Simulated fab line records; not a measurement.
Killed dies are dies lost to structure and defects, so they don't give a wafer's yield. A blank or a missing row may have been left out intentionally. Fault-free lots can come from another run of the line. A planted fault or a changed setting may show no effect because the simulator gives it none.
Which tool was responsible? + flow gf180mcu + 14 lots, 42 wafers sampled, at 5 steps of a route of 602

WHAT EACH GAUGE READ, for each wafer
GF_STI_THK_MEAS_24. Usual: STI_CVD_23_THK 651 nm, standard deviation 6.2.
| lot  | measured    | on           | STI_CVD_23_THK (nm) | flag |
|------|-------------|--------------|---------------------|------|
| L273 | day 2 02:37 | filmMetro-04 | 661 660 653         |      |
| L276 | day 2 18:35 | filmMetro-04 | 655 653 650         |      |
| L277 | day 2 23:40 | filmMetro-02 | 649 655 655         |      |
| L279 | day 3 10:08 | filmMetro-02 | 662 664 658         |      |
| L281 | day 3 22:43 | filmMetro-03 | 657 659 657         |      |
| L282 | day 4 02:10 | filmMetro-02 | 646 647 657         |      |
| L283 | day 4 07:13 | filmMetro-04 | 646 645 650         |      |
| L290 | day 5 19:37 | filmMetro-02 | 651 654 649         |      |
| L291 | day 6 01:35 | filmMetro-04 | 649 644 648         |      |
| L292 | day 6 05:53 | filmMetro-02 | 655 650 654         |      |
| L293 | day 6 12:20 | filmMetro-03 | 654 652 660         |      |
| L294 | day 6 17:47 | filmMetro-04 | 642 651 647         |      |
| L295 | day 6 21:34 | filmMetro-02 | 644 644 636         |      |
| L296 | day 7 02:34 | filmMetro-04 | 650 651 651         |      |

GF_DUAL_GATE_OVL_MEAS_11. Usual: DUAL_GATE_OVL 0.0 nm, standard deviation 1.3.
| lot  | measured     | on         | DUAL_GATE_OVL (nm) | flag |
|------|--------------|------------|--------------------|------|
| L273 | day 8 08:42  | overlay-01 | 0.5 0.1 -1.1       |      |
| L276 | day 9 04:05  | overlay-02 | 0.4 0.6 0.0        |      |
| L277 | day 9 12:11  | overlay-01 | 0.1 0.6 0.9        |      |
| L279 | day 9 23:47  | overlay-02 | 1.8 -0.1 1.0       |      |
| L281 | day 10 17:39 | overlay-01 | - - -              | OFF  |
| L282 | day 11 02:39 | overlay-01 | - - -              | OFF  |
| L283 | day 11 06:38 | overlay-01 | -0.9 3.0 1.6       |      |
| L290 | day 13 09:56 | overlay-02 | 0.6 0.9 -0.6       |      |
| L291 | day 13 16:42 | overlay-02 | -1.6 -0.5 -0.1     |      |
| L292 | day 13 23:39 | overlay-02 | -0.2 -1.5 -0.7     |      |
| L293 | day 14 06:55 | overlay-01 | -0.7 -1.2 -2.4     |      |
| L294 | day 14 13:48 | overlay-02 | -2.3 -1.9 0.0      |      |
| L295 | day 14 19:04 | overlay-01 | -0.1 -1.2 0.0      |      |
| L296 | day 15 04:07 | overlay-01 | 0.0 2.0 -1.1       |      |

GF_POLY_GATE_CD_MEAS_18. Usual: cdNm at 280.1 nm, with a standard deviation of 1.7.
| lot  | measured     | on       | cdNm (nm)         | flag |
|------|--------------|----------|-------------------|------|
| L273 | day 9 08:18  | cdSem-02 | 278.8 277.3 278.7 |      |
| L276 | day 10 02:55 | cdSem-02 | 282.3 280.9 279.7 |      |
| L277 | day 10 13:20 | cdSem-02 | 278.5 280.0 279.1 |      |
| L279 | day 10 23:37 | cdSem-02 | 279.5 279.4 278.8 |      |
| L283 | day 12 06:21 | cdSem-02 | 281.3 281.9 282.2 |      |
| L290 | day 14 12:05 | cdSem-02 | 280.1 280.0 279.4 |      |
| L291 | day 14 18:53 | cdSem-01 | 279.8 279.5 281.1 |      |
| L292 | day 15 02:56 | cdSem-01 | 278.7 278.7 277.3 |      |
| L293 | day 15 09:13 | cdSem-02 | 280.2 283.3 281.7 |      |
| L294 | day 15 17:08 | cdSem-02 | 282.0 279.5 280.6 |      |
| L295 | day 15 23:23 | cdSem-02 | 280.4 280.5 279.9 |      |
| L296 | day 16 08:06 | cdSem-02 | 281.4 281.7 280.8 |      |

GF_HV_LDD_TW_MEAS_11. Usual: HV_LDD_TW 2406, standard deviation 26.
| lot  | measured     | on           | HV_LDD_TW      | flag |
|------|--------------|--------------|----------------|------|
| L273 | day 10 02:32 | filmMetro-03 | 2391 2391 2393 |      |
| L276 | day 10 21:34 | filmMetro-01 | 2369 2380 2376 |      |
| L277 | day 11 08:03 | filmMetro-03 | 2411 2396 2406 |      |
| L279 | day 11 18:52 | filmMetro-03 | 2411 2420 2417 |      |
| L283 | day 13 02:17 | filmMetro-03 | 2408 2430 2403 |      |
| L290 | day 15 10:04 | filmMetro-01 | 2374 2361 2369 |      |
| L291 | day 15 16:43 | filmMetro-01 | 2374 2364 2373 |      |
| L292 | day 16 01:34 | filmMetro-04 | 2441 2430 2427 |      |
| L293 | day 16 07:37 | filmMetro-04 | 2434 2418 2423 |      |
| L294 | day 16 16:25 | filmMetro-01 | 2351 2353 2350 |      |
| L295 | day 16 21:53 | filmMetro-03 | 2398 2411 2392 |      |
| L296 | day 17 07:01 | filmMetro-04 | 2431 2436 2434 |      |

EACH LOT AND THE TOOL THAT RAN IT (in order: tool; ch and the chambers of the sampled wafers; start)
| lot  | GF_DUAL_GATE_COAT_06             |
|------|----------------------------------|
| L273 | lithoTrack-04 ch 0, day 8 00:40  |
| L276 | lithoTrack-02 ch 0, day 8 19:38  |
| L277 | lithoTrack-01 ch 0, day 9 02:58  |
| L279 | lithoTrack-04 ch 0, day 9 15:15  |
| L281 | lithoTrack-02, day 10 07:55      |
| L282 | lithoTrack-04, day 10 17:03      |
| L283 | lithoTrack-02 ch 0, day 10 20:53 |
| L290 | lithoTrack-04 ch 0, day 12 23:52 |
| L291 | lithoTrack-04 ch 0, day 13 06:24 |
| L292 | lithoTrack-04 ch 0, day 13 13:06 |
| L293 | lithoTrack-02 ch 0, day 13 20:29 |
| L294 | lithoTrack-02 ch 0, day 14 03:05 |
| L295 | lithoTrack-01 ch 0, day 14 08:06 |
| L296 | lithoTrack-01 ch 0, day 14 17:14 |
- GF_DUAL_GATE_COAT_06: resist thk 1000 nm.

AS READ BY THE TOOLS THEMSELVES (means over the sampled wafers that have a number; for cases with no such wafer, the mark the record gives instead)
GF_DUAL_GATE_COAT_06. Usual: chillPlateTempC 22.99 C, standard deviation 0.11; dispensePressureKPa 51.5 kPa, standard deviation 1.1.
| lot  | tool          | chillPlateTempC (C) | dispensePressureKPa (kPa) | flag |
|------|---------------|---------------------|---------------------------|------|
| L273 | lithoTrack-04 | 22.96               | 52.7                      |      |
| L276 | lithoTrack-02 | 23.07               | 51.3                      |      |
| L277 | lithoTrack-01 | 23.15               | 50.1                      |      |
| L279 | lithoTrack-04 | 23.01               | 52.7                      |      |
| L281 | lithoTrack-02 | -                   | -                         | OFF  |
| L282 | lithoTrack-04 | -                   | -                         | OFF  |
| L283 | lithoTrack-02 | 23.00               | 51.3                      |      |
| L290 | lithoTrack-04 | 22.90               | 52.7                      |      |
| L291 | lithoTrack-04 | 23.04               | 52.7                      |      |
| L292 | lithoTrack-04 | 23.02               | 52.7                      |      |
| L293 | lithoTrack-02 | 22.89               | 51.3                      |      |
| L294 | lithoTrack-02 | 22.90               | 51.3                      |      |
| L295 | lithoTrack-01 | 23.19               | 50.1                      |      |
| L296 | lithoTrack-01 | 23.08               | 50.1                      |      |

THE ANSWER, worked out from the rows above alone
Rule: lot off if the mean of its wafers having a number is beyond 3 standard deviations from the usual mean. Also off: a lot with no number at a reading for which 4 or more lots have one. Any other lot the step has rows for is counted as sound. The gauges are gone through in route order, then the tools' own readings, and for those a lot's mean is taken as printed above. At the first step where some lot is off, the reading lying furthest off is the one used; lots without a number count as furthest.
Off: L281, L282, seen at GF_DUAL_GATE_OVL_MEAS_11 (DUAL_GATE_OVL). Without a number there: L281, L282.
A tool fits if, at a process step before that reading, it ran every lot that is off, and no sound lot after the first of them. Not tried: the gauges at GF_DUAL_GATE_OVL_MEAS_11; whatever is off there is also off at GF_DUAL_GATE_COAT_06, on other tools, and gauge error can't account for it. Of those tried, none fits.

WHAT THE SIMULATOR HAD INSERTED
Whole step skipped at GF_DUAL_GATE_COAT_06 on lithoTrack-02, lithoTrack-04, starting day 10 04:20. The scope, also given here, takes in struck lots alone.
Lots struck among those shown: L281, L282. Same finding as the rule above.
